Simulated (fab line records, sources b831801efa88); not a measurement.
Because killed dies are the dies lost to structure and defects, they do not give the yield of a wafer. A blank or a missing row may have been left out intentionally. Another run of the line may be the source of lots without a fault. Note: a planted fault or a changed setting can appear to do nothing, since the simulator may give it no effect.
Chamber matching ; flow sky130 ; SKY_CAP2M_CVD_00 on pecvd-01: 3 sister chambers
The step deposits SiO2, target thk 15.5 nm. 3 wafers are shown with their chamber, then 9 later ones without.

WAFERS PAIRED WITH THEIR CHAMBERS
wafer;chamber;heater-power-w (W)
L084.4;1;708
L084.5;0;675
L084.6;2;862

WAFERS WITHOUT THEIR CHAMBER
wafer;heater-power-w (W)
L088.2;879
L088.3;645
L088.5;684
L092.3;684
L092.4;917
L092.5;770
L095.1;748
L095.2;612
L095.3;904

THE CHAMBER EACH PASSED THROUGH
wafer;from the rows above;in truth
L088.2;2;2
L088.3;can't be placed: 0 or 1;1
L088.5;can't be placed: 0 or 1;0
L092.3;can't be placed: 0 or 1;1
L092.4;2;2
L092.5;can't be placed: 1 or 2 or 0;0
L095.1;can't be placed: 1 or 0 or 2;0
L095.2;can't be placed: 0 or 1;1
L095.3;2;2
Placed correctly: 3 of 9. From these rows, 6 cannot be placed; in 6 the true chamber is one of the candidates. 0 placed wrongly.
How it was worked out, from the rows above alone: a wafer's distance from a chamber is the root of the sum, over the readings, of the square of ((its reading less the chamber's mean) divided by the reading's scatter). The wafer belongs to the nearest chamber; if the next one is less than 2 further off, it can't be placed. The mean given for a chamber averages the wafers shown for that chamber. The scatter (one wafer shown for each chamber): square how far every hidden wafer sits from the nearest shown wafer, average those squares and take the square root.
